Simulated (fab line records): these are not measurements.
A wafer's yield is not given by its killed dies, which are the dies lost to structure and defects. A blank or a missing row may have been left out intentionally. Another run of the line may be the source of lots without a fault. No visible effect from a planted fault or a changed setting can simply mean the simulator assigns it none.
One fault through the eyes of 2 desks || flow sfqLine || what lay behind the numbers comes last; until then each desk has only its own

## AT THE METROLOGY DESK
What the gauges read, lot by lot, whatever tool the lot ran on: means of the sampled wafers that have a number. Any lot whose mean is over 4 standard deviations away from the usual mean is out of limits and marked OUT; that distance is given in the brackets.
Columns: A = I4_BOW at SFQ_I4_BOW_MEAS_927, usual 2 um
{"lot": "L994", "first seen here": "day 45 05:16", "A": -3}
{"lot": "L997", "first seen here": "day 47 00:14", "A": 2}
{"lot": "L998", "first seen here": "day 47 03:45", "A": -9}
{"lot": "L999", "first seen here": "day 47 06:16", "A": 8}
{"lot": "L100", "first seen here": "day 47 09:14", "A": -9}
{"lot": "L101", "first seen here": "day 47 12:14", "A": -4}
{"lot": "L102", "first seen here": "day 47 15:16", "A": -1}
{"lot": "L108", "first seen here": "day 56 14:03", "A": 4}
{"lot": "L109", "first seen here": "day 57 06:50", "A": 4}
{"lot": "L113", "first seen here": "day 59 10:46", "A": 1}
{"lot": "L114", "first seen here": "day 59 14:20", "A": 13}
{"lot": "L115", "first seen here": "day 59 20:44", "A": 1}
{"lot": "L116", "first seen here": "day 59 22:47", "A": -1}
{"lot": "L117", "first seen here": "day 60 01:47", "A": -3}
Result from this desk: across the 14 lots, nothing is out of limits.

## THE TOOL OWNER'S DESK: cmp-01
The tool's own readings at SFQ_TRILAYER_I4_CMP_CMP_100 (polishes SiO2): means of the sampled wafers that have a number, for each lot that ran on this tool. Any lot whose mean is over 4 standard deviations away from the usual mean is out of limits and marked OUT; that distance is given in the brackets.
Columns: A = motorCurrentA at SFQ_TRILAYER_I4_CMP_CMP_100, usual 10.2 A; B = slurryFilterDpKPa at SFQ_TRILAYER_I4_CMP_CMP_100, usual 13.50 kPa; C = timeToEndpointS at SFQ_TRILAYER_I4_CMP_CMP_100, usual 215 s
{"lot": "L994", "first seen here": "day 45 02:14", "A": 10.3, "B": 13.33, "C": 214}
{"lot": "L997", "first seen here": "day 46 21:44", "A": 9.7, "B": 13.54, "C": 220}
{"lot": "L999", "first seen here": "day 47 03:14", "A": 9.5, "B": 13.51, "C": 216}
{"lot": "L100", "first seen here": "day 47 07:14", "A": 10.0, "B": 13.31, "C": 215}
{"lot": "L101", "first seen here": "day 47 09:44", "A": 9.9, "B": 13.70, "C": 238}
{"lot": "L102", "first seen here": "day 47 13:14", "A": 9.2, "B": 13.54, "C": 234}
{"lot": "L108", "first seen here": "day 56 11:32", "A": 9.5, "B": 13.44, "C": 211}
{"lot": "L109", "first seen here": "day 57 03:50", "A": 9.3, "B": 13.47, "C": 226}
{"lot": "L113", "first seen here": "day 59 08:16", "A": 10.3, "B": 13.55, "C": 208}
{"lot": "L116", "first seen here": "day 59 20:16", "A": 9.7, "B": 13.63, "C": 225}
{"lot": "L117", "first seen here": "day 59 22:46", "A": 9.6, "B": 13.43, "C": 212}
Result from this desk: across the 11 lots, nothing is out of limits.

## PUT TOGETHER
From the metrology desk's view, nothing was out of limits.
The tool owner's desk saw nothing out of limits.

## WHAT WAS PUT IN BY THE SIMULATOR
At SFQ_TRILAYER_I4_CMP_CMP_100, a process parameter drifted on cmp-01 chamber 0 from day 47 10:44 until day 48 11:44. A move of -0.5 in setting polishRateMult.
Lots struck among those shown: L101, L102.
